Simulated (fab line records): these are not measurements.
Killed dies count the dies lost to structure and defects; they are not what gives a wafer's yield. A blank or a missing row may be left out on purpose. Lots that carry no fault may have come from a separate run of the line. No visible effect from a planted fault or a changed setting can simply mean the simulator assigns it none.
A struck lot beside a sound one	flow gf180mcu	16 out of 602 route steps
Sound: the wafers L613.1, L613.4, L613.6. Struck: wafers L625.2, L625.5, L625.6. The cause comes at the end.
Order at every step that has rows: each side's tool, ch and its chambers, its first start. Under that, the readings that differ: sound wafers	struck wafers	difference of the means	sigmas: that difference in standard deviations of wafers without a fault.
alike: same words and numbers on both sides, and readings whose means sit less than 2 such deviations apart. not compared: any withheld reading, any reading some wafer has no value for, any bound like >300 that may hide the same value, and any number with overlapping values for which the record gives no deviation.
The two part at a step that has a row with sigmas, a row that says differs or no value, or rows on one side only. Non-overlapping numbers with no deviation appear without sigmas and do not part them. Lack of a reading on every wafer of one side parts them only where that side has two or more wafers.

first, 6 steps without rows for these wafers: GF_M1_HMDS_08 (prime time 60 s); GF_M1_COAT_09 (resist thk 1000 nm); GF_M1_SOFTBAKE_10 (time 60 s); GF_M1_EXPOSE_11 (exposes mask Metal1, target cd 230 nm); GF_M1_PEB_12 (peb time 90 s); GF_M1_DEVELOP_13 (develop time 60 s).
GF_M1_CD_MEAS_14 targets a cd of 230 nm.
  sound: cd-sem-02 at day 21 09:54; struck: cd-sem-01 at day 25 02:13
  alike: cd-nm
GF_M1_OVL_MEAS_15:
  sound: overlay-02 at day 21 10:01; struck: overlay-02 at day 25 02:20
  alike: M1_OVL
GF_M1_METAL_ETCH_16: etches the open film in Cl2/BCl3, stops on SiO2, target depth 627.5 nm, time 104.6 s.
  sound on rie-metal-04 ch 0,1, day 21 10:04; struck on rie-metal-01 ch 0,1, day 25 02:22
  alike: bcl3-flow-sccm, drypump-motor-current-A, mfc-cl2-sccm, oes-product-au, throttle-valve-pct
  not compared: rf-hours-counter-h
GF_M1_STRIP_17: strips in O2/N2.
  sound on plasma-asher-01 ch 0,1, day 21 10:10; struck on plasma-asher-01 ch 0,1, day 25 02:28
  alike: drypump-motor-current-A, heater-power-w, oes-product-au, strip-time-to-endpoint-s
  not compared: rf-hours-counter-h
then, 2 steps without rows for these wafers: GF_M1_STRIP_18 (strips in post etch residue remover, time 1200 s); GF_M1_CLEAN_19 (cleans in DIW).
GF_V1_CVD_00: deposits SiO2, target thk 600 nm, time 100 s.
  sound on hdpcvd-01 ch 0,1, day 21 10:42; struck on hdpcvd-02 ch 0,1,2, day 25 03:00
reading	sound	struck	difference	sigmas
sih4-flow-sccm (sccm)	60.05 60.22 60.03	48.01 47.86 48.03	-12.13	-67
model.SiO2_of_V1_CVD_00.thk-nm (nm)	600.3 600.2 598.6	474.3 475.9 494.1	-118.3	
GF_V1_THK_MEAS_01:
  sound: film-metro-03 at day 21 10:47; struck: film-metro-04 at day 25 03:05
reading	sound	struck	difference	sigmas
V1_CVD_00_THK (nm)	601 600 598	474 476 494	-118	-17
GF_V1_CVD_02: deposits SiO2 from TEOS, target thk 850 nm, time 94.851 s.
  sound on pecvd-04 ch 0,1,2, day 21 10:50; struck on pecvd-04 ch 0,1,2, day 25 03:08
  alike: heater-power-w
-- the record jumps here: 10 days lie between the struck wafers' starts before and after (it left off in module V1 and takes up again in module PASSIVATION, whose first step shown is number 602 of the route) --
GF_PASSIVATION_PROBE_99:
  record: rows for the struck wafers here (prober-01, day 34 21:10), none for the sound ones

WHERE THEY PART
Last at GF_PASSIVATION_PROBE_99 as far as this record goes, first at GF_V1_CVD_00.

WHY: whatever the simulator had introduced
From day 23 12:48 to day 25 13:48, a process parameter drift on hdpcvd-02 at GF_V1_CVD_00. Setting sih4-flow-sccm, moved by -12, from 60. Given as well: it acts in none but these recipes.
